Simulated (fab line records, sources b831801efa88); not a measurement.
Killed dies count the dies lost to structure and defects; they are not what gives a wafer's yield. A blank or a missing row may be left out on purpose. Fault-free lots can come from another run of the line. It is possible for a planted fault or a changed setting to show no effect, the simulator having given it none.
fab line records	flow sky130
record: lots: 14	wafers: 42	lastDay: 50
route steps=708 shown METAL5@665 PASSIVATION@693 PAD_OPEN@702
lots that met no fault: from a run of the same line without faults
startH: start of the lot's first displayed wafer, in hours after the record's first day	waitH: hours elapsed since this lot's preceding step	" unchanged from the row above	L1.1+2: a row that stands for several wafers	- value missing, or start not given	* or withheld: withheld	< > ~ a bound
route shown NAME@n: NAME is a module with steps in the file, n the number in the route of the first one	usual: mean/standard deviation taken from wafers without a fault	same: alike in all rows	chamber/n: place in a boat	sites: readings site by site	_std_site: the standard deviation of these	_edge_site: mean of outer sites minus mean of inner sites	radiusMm: how far each site lies from the wafer's centre	mask NAME#n: copy n	behind: the last tool/chamber to shape the wafer	hold: cause of the lot's hold/its duration in hours/its outcome	device: which transistor (n, p or np) failed to switch	end of line: the same wafers' tests at the end of the route	a step without rows: its recipe alone	killed: at the first sort, the dies lost to defects and structure; wafer yield is something else	map: dies across one wafer; x = killed, . = not, _ = none there
set.NAME: the run value of the setting; set.NAME@STEP: its run value at that earlier step	model.NAME: the simulator's own value behind a step, which no gauge read
route steps across a sampled set of lots; one table per step, one row per wafer
services: a tool's chamber out of use, with start hour (startH, from the record's first day; less than 0 if before it), hours out, and reason
== steps ==
step: SKY_METAL5_SPUTTER_04
recipe: material: TiN	targetThkNm: 70	powerW: 6500	timeS: 58.3	chamberPressurePa: 0.4
usual: throttleValvePct: 30.3/1.1
lot.wafer	tool	chamber	startH	waitH	throttleValvePct
L119.1	pvdSputter-01	-	995.60	0.0	30.9
L119.4	"	-	"	"	31.0
L119.5	"	-	"	"	31.0
L120.4	pvdSputter-02	-	998.38	0.0	31.4
L120.5	"	-	"	"	29.6
L120.6	"	-	"	"	30.1
L121.2	pvdSputter-02	-	1006.88	0.0	31.5
L121.4	"	-	"	"	30.0
L121.6	"	-	"	"	31.2
L123.1	pvdSputter-01	-	1022.00	0.0	31.1
L123.2	"	-	"	"	29.9
L123.6	"	-	"	"	30.9
L125.1	pvdSputter-01	-	1043.81	0.0	30.9
L125.3	"	-	"	"	29.8
L125.4	"	-	"	"	31.2
L126.2	pvdSputter-02	-	1045.47	0.0	29.9
L126.3	"	-	"	"	28.2
L126.6	"	-	"	"	28.1
L127.1	pvdSputter-01	-	1054.49	0.0	29.8
L127.2	"	-	"	"	31.0
L127.3	"	-	"	"	30.8
L129.1	pvdSputter-02	-	1071.98	0.0	29.9
L129.3	"	-	"	"	27.9
L129.6	"	-	"	"	28.2
L130.1	pvdSputter-04	-	1077.80	0.0	31.0
L130.5	"	-	"	"	29.3
L130.6	"	-	"	"	29.7
L134.1	pvdSputter-01	-	1096.47	0.0	31.2
L134.3	"	-	"	"	30.9
L134.6	"	-	"	"	30.9
L136.1	pvdSputter-02	-	1106.55	0.0	29.7
L136.3	"	-	"	"	31.2
L136.6	"	-	"	"	29.7
L138.2	pvdSputter-02	-	1150.88	0.0	31.5
L138.4	"	-	"	"	29.8
L138.6	"	-	"	"	31.4
L142.1	pvdSputter-04	-	1151.67	0.0	29.5
L142.5	"	-	"	"	30.4
L142.6	"	-	"	"	32.6
L139.2	pvdSputter-04	-	1152.60	0.0	29.7
L139.3	"	-	"	"	30.8
L139.4	"	-	"	"	32.3
step: SKY_METAL5_RS_MEAS_05
recipe: thkMeasGauge: four-point-probe	reads: TiN_of_METAL5_SPUTTER_04+Ti_of_METAL5_SPUTTER_03+AlCu_of_METAL5_SPUTTER_02+TiN_of_METAL5_SPUTTER_01+Ti_of_METAL5_SPUTTER_00
usual: METAL5_ALCU_RS: 0.02707/0.00029
lot.wafer	tool	chamber	startH	waitH	METAL5_ALCU_RS[ohm/sq]
L119.1	filmMetro-03	-	995.65	0.0	0.02716
L119.4	"	-	"	"	0.02713
L119.5	"	-	"	"	0.02682
L120.4	filmMetro-01	-	998.49	0.1	0.02693
L120.5	"	-	"	"	0.02679
L120.6	"	-	"	"	0.02701
L121.2	filmMetro-01	-	1006.95	0.0	0.02699
L121.4	"	-	"	"	0.02697
L121.6	"	-	"	"	0.02705
L123.1	filmMetro-01	-	1022.05	0.0	0.02663
L123.2	"	-	"	"	0.0272
L123.6	"	-	"	"	0.02671
L125.1	filmMetro-04	-	1043.86	0.0	0.02693
L125.3	"	-	"	"	0.02735
L125.4	"	-	"	"	0.02674
L126.2	filmMetro-04	-	1045.54	0.0	0.02724
L126.3	"	-	"	"	0.02705
L126.6	"	-	"	"	0.0269
L127.1	filmMetro-01	-	1054.54	0.0	0.02758
L127.2	"	-	"	"	0.02745
L127.3	"	-	"	"	0.02741
L129.1	filmMetro-03	-	1072.02	0.0	0.02666
L129.3	"	-	"	"	0.02653
L129.6	"	-	"	"	0.02646
L130.1	filmMetro-01	-	1077.85	0.0	0.02691
L130.5	"	-	"	"	0.02751
L130.6	"	-	"	"	0.0273
L134.1	filmMetro-04	-	1096.52	0.0	0.02739
L134.3	"	-	"	"	0.02738
L134.6	"	-	"	"	0.02715
L136.1	filmMetro-01	-	1106.60	0.0	0.0276
L136.3	"	-	"	"	0.02718
L136.6	"	-	"	"	0.0274
L138.2	filmMetro-04	-	1150.98	0.1	0.02716
L138.4	"	-	"	"	0.02733
L138.6	"	-	"	"	0.0271
L142.1	filmMetro-04	-	1151.72	0.0	0.02681
L142.5	"	-	"	"	0.0267
L142.6	"	-	"	"	0.02691
L139.2	filmMetro-01	-	1152.66	0.0	0.02683
L139.3	"	-	"	"	0.02641
L139.4	"	-	"	"	0.02675
step: SKY_METAL5_METAL_ETCH_15
recipe: targetDepthA: 12600	stopOn: SiO2	overEtchFrac: 0.2	timeS: 252	chemistry: Cl2/BCl3	resistSidewallDeg: 86	pressureMtorr: 10	icpW: 900	biasW: 48.5	Cl2_flow_sccm: 60	bcl3FlowSccm: 30
usual: biasW: 48.52/0.14	drypumpMotorCurrentA: 5.7/0.56	oesProductAu: 0.895/0.0053	throttleValvePct: 22.264/0.0094
lot.wafer	tool	chamber	startH	waitH	biasW	drypumpMotorCurrentA	oesProductAu	rfHoursCounterH	throttleValvePct
L119.1	rieMetal-02	0	1019.07	0.0	48.52	6.5	0.899	17	22.262
L119.4	"	1	"	"	48.41	5.8	0.893	-	22.257
L119.5	"	1	"	"	48.65	5.8	0.895	-	22.274
L120.4	rieMetal-01	1	1021.76	0.1	48.50	5.5	0.897	-	22.280
L120.5	"	0	"	"	48.30	6.1	0.901	-	22.266
L120.6	"	1	"	"	48.61	5.5	0.895	-	22.258
L121.2	rieMetal-04	0	1030.06	0.1	48.43	5.0	0.892	-	22.277
L121.4	"	0	"	"	48.45	4.9	0.897	-	22.293
L121.6	"	0	"	"	48.32	5.0	0.892	-	22.269
L123.1	rieMetal-04	0	1044.31	0.1	48.45	5.0	0.892	21	22.285
L123.2	"	0	"	"	48.51	5.0	0.887	-	22.275
L123.6	"	0	"	"	48.53	5.0	0.896	-	22.264
L125.1	rieMetal-02	0	1064.90	0.0	48.40	6.5	0.902	19	22.255
L125.3	"	1	"	"	48.65	5.8	0.908	-	22.267
L125.4	"	0	"	"	48.41	6.5	0.890	-	22.271
L126.2	rieMetal-04	0	1066.50	0.0	48.48	4.9	0.902	23	22.259
L126.3	"	0	"	"	48.46	4.9	0.890	-	22.264
L126.6	"	1	"	"	48.49	5.2	0.908	-	22.260
L127.1	rieMetal-02	1	1074.62	0.0	48.72	5.8	0.894	21	22.262
L127.2	"	0	"	"	48.48	6.5	0.891	21	22.267
L127.3	"	1	"	"	48.88	5.8	0.899	-	22.256
L129.1	rieMetal-04	0	1092.25	0.0	48.54	5.0	0.891	25	22.267
L129.3	"	0	"	"	48.46	5.0	0.902	-	22.259
L129.6	"	0	"	"	48.81	5.0	0.886	-	22.251
L130.1	rieMetal-02	0	1097.86	0.0	48.52	6.5	0.895	22	22.270
L130.5	"	1	"	"	48.33	5.7	0.899	-	22.277
L130.6	"	0	"	"	48.05	6.5	0.896	-	22.249
L134.1	rieMetal-01	0	1116.20	0.0	48.59	6.1	0.897	26	22.277
L134.3	"	1	"	"	48.85	5.5	0.897	-	22.277
L134.6	"	0	"	"	48.58	6.1	0.904	-	22.269
L136.1	rieMetal-02	0	1125.63	0.1	48.80	6.5	0.889	25	22.258
L136.3	"	0	"	"	48.50	6.4	0.888	-	22.263
L136.6	"	0	"	"	48.84	6.5	0.896	-	22.252
L138.2	rieMetal-01	0	1167.91	0.1	48.30	6.2	0.896	-	22.243
L138.4	"	0	"	"	48.48	6.1	0.891	-	22.267
L138.6	"	0	"	"	48.36	6.1	0.895	-	22.259
L142.1	rieMetal-04	1	1168.35	0.0	48.77	5.2	0.897	11	22.259
L142.5	"	0	"	"	48.65	5.0	0.888	-	22.269
L142.6	"	1	"	"	48.73	5.2	0.903	-	22.263
L139.2	rieMetal-02	1	1170.05	0.0	48.50	5.8	0.889	4	22.260
L139.3	"	0	"	"	48.55	6.5	0.889	-	22.247
L139.4	"	1	"	"	48.48	5.8	0.890	-	22.245
step: SKY_PASSIVATION_STRIP_12
recipe: chemistry: O2/N2	powerW: 1400	pressureMtorr: 1500	platenTempC: withheld	overashFraction: 0.7	o2FlowSccm: 3000	n2FlowSccm: 300
usual: chamberPressureMTorr: 1500.0/1.2	drypumpMotorCurrentA: 5.6/0.37	o2FlowSccm: 2999/8.3	oesProductAu: 0.661/0.0042	stripTimeToEndpointS: 31.52/0.14
lot.wafer	tool	chamber	startH	waitH	chamberPressureMTorr	drypumpMotorCurrentA	o2FlowSccm	oesProductAu	rfHoursCounterH	stripTimeToEndpointS
L119.1	plasmaAsher-04	0	1042.02	0.1	1499.4	6.0	3001	0.656	24	31.46
L119.4	"	0	"	"	1499.0	6.0	2997	0.661	-	31.43
L119.5	"	0	"	"	1499.0	6.0	3000	0.659	-	31.39
L120.4	plasmaAsher-03	0	1045.12	0.1	1500.6	5.1	2993	0.667	-	31.33
L120.5	"	0	"	"	1501.0	5.0	3002	0.657	-	31.35
L120.6	"	1	"	"	1502.1	5.7	2976	0.661	-	31.30
L121.2	plasmaAsher-04	1	1053.42	0.1	1500.6	5.8	3016	0.668	26	31.46
L121.4	"	0	"	"	1500.4	6.0	2999	0.658	-	31.40
L121.6	"	1	"	"	1500.8	5.7	3013	0.653	-	31.52
L123.1	plasmaAsher-04	1	1067.52	0.1	1498.1	5.8	3004	0.658	28	31.47
L123.2	"	0	"	"	1500.2	6.0	3012	0.661	28	31.40
L123.6	"	1	"	"	1499.4	5.8	3002	0.664	-	31.25
L125.1	plasmaAsher-03	1	1086.92	0.1	1498.8	5.7	3008	0.664	68	31.61
L125.3	"	0	"	"	1498.9	5.1	2992	0.660	-	31.52
L125.4	"	1	"	"	1501.5	5.7	2994	0.669	-	31.55
L126.2	plasmaAsher-04	1	1088.42	0.1	1502.2	5.8	2987	0.663	31	31.86
L126.3	"	1	"	"	1498.7	5.8	2984	0.660	-	31.62
L126.6	"	0	"	"	1500.2	6.0	2987	0.657	-	31.89
L127.1	plasmaAsher-03	0	1096.14	0.1	1499.2	5.1	3002	0.660	69	31.62
L127.2	"	1	"	"	1500.2	5.7	2994	0.660	69	31.60
L127.3	"	1	"	"	1499.8	5.7	2998	0.655	-	31.55
L129.1	plasmaAsher-03	0	1113.34	0.1	1498.3	5.1	3002	0.666	72	31.58
L129.3	"	1	"	"	1502.2	5.8	3006	0.652	-	31.66
L129.6	"	0	"	"	1501.5	5.1	3016	0.663	-	31.60
L130.1	plasmaAsher-04	1	1117.62	0.1	1500.4	5.8	2993	0.667	35	31.48
L130.5	"	0	"	"	1499.3	6.0	2997	0.666	-	31.73
L130.6	"	1	"	"	1498.4	5.8	2996	0.661	-	31.56
L134.1	plasmaAsher-04	1	1136.72	0.1	1501.2	5.7	2995	0.661	37	31.59
L134.3	"	1	"	"	1500.8	5.8	2998	0.661	-	31.54
L134.6	"	1	"	"	1498.8	5.7	3008	0.667	-	31.50
L136.1	plasmaAsher-03	1	1145.92	0.1	1500.6	5.7	2988	0.655	76	31.60
L136.3	"	1	"	"	1496.7	5.7	2989	0.651	-	31.53
L136.6	"	0	"	"	1500.0	5.1	2993	0.657	-	31.56
L138.2	plasmaAsher-04	0	1185.27	0.1	-	-	-	-	-	-
L138.4	"	0	"	"	-	-	-	-	-	-
L138.6	"	0	"	"	-	-	-	-	-	-
L142.1	plasmaAsher-03	1	1185.62	0.1	-	-	-	-	-	-
L142.5	"	0	"	"	-	-	-	-	-	-
L142.6	"	1	"	"	-	-	-	-	-	-
L139.2	plasmaAsher-03	1	1186.97	0.1	1501.3	5.7	3003	0.659	80	31.67
L139.3	"	1	"	"	1500.6	5.7	3012	0.657	-	31.73
L139.4	"	0	"	"	1497.8	5.1	3006	0.653	-	31.84
step: SKY_PAD_OPEN_STRIP_08
recipe: chemistry: O2/N2	powerW: 1400	pressureMtorr: 1500	platenTempC: withheld	overashFraction: 0.7	o2FlowSccm: 3000	n2FlowSccm: 300
usual: chamberPressureMTorr: 1500.1/1.2	drypumpMotorCurrentA: 5.90/0.3	o2FlowSccm: 3001/9.5	oesProductAu: 0.663/0.0045	stripTimeToEndpointS: 37.10/0.084
lot.wafer	tool	chamber	startH	waitH	chamberPressureMTorr	drypumpMotorCurrentA	o2FlowSccm	oesProductAu	rfHoursCounterH	stripTimeToEndpointS
L119.1	plasmaAsher-04	1	1063.87	0.1	1501.7	5.80	2995	0.662	28	37.19
L119.4	"	0	"	"	1500.4	6.01	3008	0.657	-	37.22
L119.5	"	0	"	"	1502.2	6.01	3011	0.666	-	37.31
L120.4	plasmaAsher-04	1	1066.40	0.2	1500.1	5.73	3001	0.662	-	37.10
L120.5	"	1	"	"	1500.5	5.76	3006	0.655	-	37.16
L120.6	"	0	"	"	1500.0	6.02	3022	0.658	-	37.09
L121.2	plasmaAsher-04	1	1074.40	0.1	1501.1	5.79	2993	0.658	29	37.17
L121.4	"	0	"	"	1500.9	6.04	2987	0.667	-	37.01
L121.6	"	1	"	"	1501.0	5.78	2999	0.666	-	36.97
L123.1	plasmaAsher-04	0	1087.99	0.1	1500.4	6.02	2998	0.666	31	37.18
L123.2	"	1	"	"	1501.2	5.79	3015	0.669	31	37.10
L123.6	"	0	"	"	1499.3	6.03	2996	0.661	-	37.10
L125.1	plasmaAsher-02	0	1106.65	0.1	1500.1	6.36	2993	0.657	6	37.07
L125.3	"	1	"	"	1500.3	5.68	3006	0.666	-	37.04
L125.4	"	0	"	"	1498.3	6.35	2997	0.669	-	36.96
L126.2	plasmaAsher-02	0	1108.50	0.1	1501.4	6.32	2992	0.660	6	37.16
L126.3	"	1	"	"	1500.2	5.67	2995	0.668	-	37.13
L126.6	"	1	"	"	1498.8	5.65	3000	0.657	-	37.28
L127.1	plasmaAsher-02	1	1115.25	0.1	1501.3	5.66	3005	0.661	7	37.11
L127.2	"	0	"	"	1500.8	6.35	3002	0.659	7	37.19
L127.3	"	1	"	"	1500.9	5.68	3006	0.661	-	37.14
L129.1	plasmaAsher-04	0	1132.92	0.1	1501.5	6.03	3015	0.665	37	37.11
L129.3	"	1	"	"	1499.2	5.79	2995	0.660	-	37.02
L129.6	"	1	"	"	1499.8	5.75	3004	0.660	-	36.99
L130.1	plasmaAsher-04	0	1137.20	0.1	1497.3	6.03	3017	0.659	38	37.10
L130.5	"	1	"	"	1500.6	5.80	2994	0.660	-	37.06
L130.6	"	0	"	"	1501.3	6.02	2988	0.660	-	37.11
L134.1	plasmaAsher-04	0	1155.02	0.1	1499.0	6.03	3000	0.671	39	37.08
L134.3	"	0	"	"	1501.3	6.04	2991	0.663	-	37.13
L134.6	"	0	"	"	1499.9	6.04	3009	0.667	-	37.15
L136.1	plasmaAsher-02	0	1163.80	0.1	1500.6	6.31	3014	0.668	13	37.18
L136.3	"	1	"	"	1500.5	5.65	2984	0.665	-	37.35
L136.6	"	0	"	"	1501.0	6.35	2996	0.656	-	37.24
L138.2	plasmaAsher-04	0	1201.60	0.1	1499.3	6.02	3001	0.684	44	73.44
L138.4	"	1	"	"	1500.1	5.81	3008	0.695	-	73.90
L138.6	"	0	"	"	1500.9	6.02	3011	0.689	-	73.74
L142.1	plasmaAsher-01	1	1201.95	0.1	1502.8	5.77	3004	0.706	97	74.42
L142.5	"	0	"	"	1500.0	4.97	2992	0.688	-	74.20
L142.6	"	1	"	"	1498.6	5.77	2990	0.682	-	74.30
L139.2	plasmaAsher-01	1	1202.69	0.1	1500.8	5.79	3010	0.663	97	37.07
L139.3	"	1	"	"	1502.3	5.80	2984	0.664	-	37.03
L139.4	"	0	"	"	1499.0	5.00	3014	0.667	-	37.06
== services ==
tool	chamber	startH	hours	kind
plasmaAsher-02	-	1009.84	1.0	repair
pvdSputter-02	-	1020.58	1.4	repair
plasmaAsher-01	-	1032.25	99.9	repair
pvdSputter-01	-	1032.25	1.9	repair
pvdSputter-02	2	1050.81	-	consumableReplace:kit
pvdSputter-02	2	1050.81	18.0	scheduledDown
pvdSputter-02	2	1050.81	18.0	ventCycle
plasmaAsher-02	-	1055.25	9.0	pm
pvdSputter-02	-	1059.43	1.3	repair
pvdSputter-04	-	1066.95	3.3	repair
plasmaAsher-03	-	1074.97	8.5	repair
rieMetal-01	-	1085.39	1.4	pm
pvdSputter-01	-	1112.71	2.2	repair
rieMetal-02	1	1121.53	-	clean
rieMetal-02	1	1121.53	19.3	scheduledDown
rieMetal-02	1	1121.53	19.3	ventCycle
plasmaAsher-01	-	1132.15	14.6	pm
rieMetal-02	0	1146.44	-	clean
rieMetal-02	0	1146.44	-	consumableReplace:focusRing
rieMetal-02	0	1146.44	21.9	scheduledDown
plasmaAsher-01	-	1146.75	2.8	pm
pvdSputter-02	-	1152.95	0.5	repair
plasmaAsher-03	-	1161.32	1.9	repair
pvdSputter-04	-	1194.67	3.5	repair
== key ==
firstSign: step: SKY_PASSIVATION_STRIP_12	reading: toolRecord	direction: missing
effect: step: SKY_PAD_OPEN_STRIP_08	reading: stripTimeToEndpointS	direction: up	sigmas: 99+	usual: *	struck: *
metAt SKY_PASSIVATION_STRIP_12
struckLots L138,L142
sortLeftOut L138.2,L138.4,L138.6,L142.1,L142.5,L142.6
notActingAt SKY_METAL5_SPUTTER_04,SKY_METAL5_RS_MEAS_05,SKY_METAL5_METAL_ETCH_15
onsetBetween 1145.92 1185.27
fault: kind: skippedStepWhole	tool: plasmaAsher-03,plasmaAsher-04	chamber: -	onsetH: 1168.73	steps: SKY_PASSIVATION_STRIP_12	scope: struckLotsOnly
sortLeftOut: the simulated sort isn't trusted on such a fault, so these wafers' sort isn't shown, and their yield isn't known
